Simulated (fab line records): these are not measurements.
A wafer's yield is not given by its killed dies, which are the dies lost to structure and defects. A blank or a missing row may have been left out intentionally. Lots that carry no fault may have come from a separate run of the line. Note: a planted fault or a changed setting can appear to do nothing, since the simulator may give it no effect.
Which tool is to blame? -- flow gf180mcu -- 12 lots with 36 wafers sampled at 2 steps, on a route of 602 steps

WHAT EACH GAUGE READ, for each wafer
GF_V3_THK_MEAS_03.
lot,measured,on,V3_CVD_02_THK (nm)
L180,day 21 21:04,film-metro-02,844 863 870
L181,day 22 00:57,film-metro-02,833 833 848
L183,day 22 21:20,film-metro-02,849 863 861
L184,day 23 05:17,film-metro-03,844 862 854
L185,day 23 19:50,film-metro-02,843 855 864
L186,day 23 23:01,film-metro-03,835 830 842
L191,day 25 18:05,film-metro-01,844 843 851
L195,day 27 02:30,film-metro-02,849 860 856
L196,day 27 04:26,film-metro-01,829 847 853
L198,day 27 22:50,film-metro-02,838 858 848
L201,day 28 18:38,film-metro-03,844 848 858
L202,day 29 01:31,film-metro-02,840 844 865

WHAT TOOL EACH LOT RAN ON (gives the tool, then ch and the chambers of the sampled wafers, and finally the start)
lot,GF_V2_ETCH_16
L180,"rie-diel-01 ch 1,2, day 20 18:25"
L181,"rie-diel-01 ch 1,3, day 20 22:01"
L183,"rie-diel-04 ch 1,2, day 21 18:55"
L184,"rie-diel-01 ch 1,2,3, day 22 03:53"
L185,"rie-diel-03 ch 0,1,3, day 22 19:23"
L186,"rie-diel-01 ch 1,2, day 22 21:29"
L191,"rie-diel-03 ch 0,1,2, day 24 17:43"
L195,"rie-diel-01 ch 0,2, day 26 02:14"
L196,"rie-diel-04 ch 1,2,3, day 26 04:32"
L198,"rie-diel-04 ch 1,2,3, day 27 00:13"
L201,"rie-diel-01 ch 0,2,3, day 27 20:44"
L202,"rie-diel-04 ch 0,3, day 28 03:34"
- GF_V2_ETCH_16: etches BARC in N2/H2.

AS READ BY THE TOOLS THEMSELVES (means over the sampled wafers that have a number; for cases with no such wafer, the mark the record gives instead)
GF_V2_ETCH_16.
lot,tool,bias-w (W),drypump-motor-current-A (A),oes-product-au (a.u.),throttle-valve-pct (%)
L180,rie-diel-01,99.9,6.3,0.852,13.223
L181,rie-diel-01,100.2,6.4,0.854,13.229
L183,rie-diel-04,99.8,6.3,0.858,13.216
L184,rie-diel-01,100.1,6.4,0.858,13.212
L185,rie-diel-03,100.1,5.5,0.858,13.215
L186,rie-diel-01,99.9,6.3,0.855,13.237
L191,rie-diel-03,98.5,5.8,0.857,13.220
L195,rie-diel-01,100.1,6.0,0.855,13.222
L196,rie-diel-04,100.1,6.0,0.857,13.230
L198,rie-diel-04,99.6,6.0,0.860,13.231
L201,rie-diel-01,99.9,6.1,0.854,13.228
L202,rie-diel-04,100.1,5.1,0.859,13.232

THE ANSWER, worked out from the rows above alone
Rule: the usual values come from the lots themselves. Put in order of their means at a reading, lots are off if they are a third of the lots or fewer, leave a main group of 4 or more, and stand apart from it by a gap of 3 or more times the standard deviation of the main group's means; of several such gaps the widest counts. Not used: any main group whose means are identical at the precision the tables above print for the reading. Also off: a lot with no number at a reading for which 4 or more lots have one. The other lots that the step has rows for count as sound. First the gauges in route order, then the tools' own readings, where a lot's mean is used as printed above. At the first step where some lot is off, the reading lying furthest off is the one used; lots without a number count as furthest.
Off at GF_V2_ETCH_16 (bias-w): L191. The main group has a mean of 100.0 W with a standard deviation of 0.17.
A tool fits if, at that step or a process step before it, it ran every lot that is off, and no sound lot after the first of them. One fits: rie-diel-03 at GF_V2_ETCH_16. A fault onset in the window from L185 (day 22 19:23, its last sound lot) to L191 (day 24 17:43, its first lot off) fits.
The tool's own readings at GF_V2_ETCH_16 bear it out: on the lots that are off they differ by more than 5 times the standard deviation of the sound lots' means. bias-w reads 98.5 W there against 100.0 W on the sound lots.

WHAT THE SIMULATOR HAD INSERTED
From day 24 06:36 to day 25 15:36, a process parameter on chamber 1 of rie-diel-03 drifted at GF_V2_ETCH_16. Setting bias-w shifted by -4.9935 from 100. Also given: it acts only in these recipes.
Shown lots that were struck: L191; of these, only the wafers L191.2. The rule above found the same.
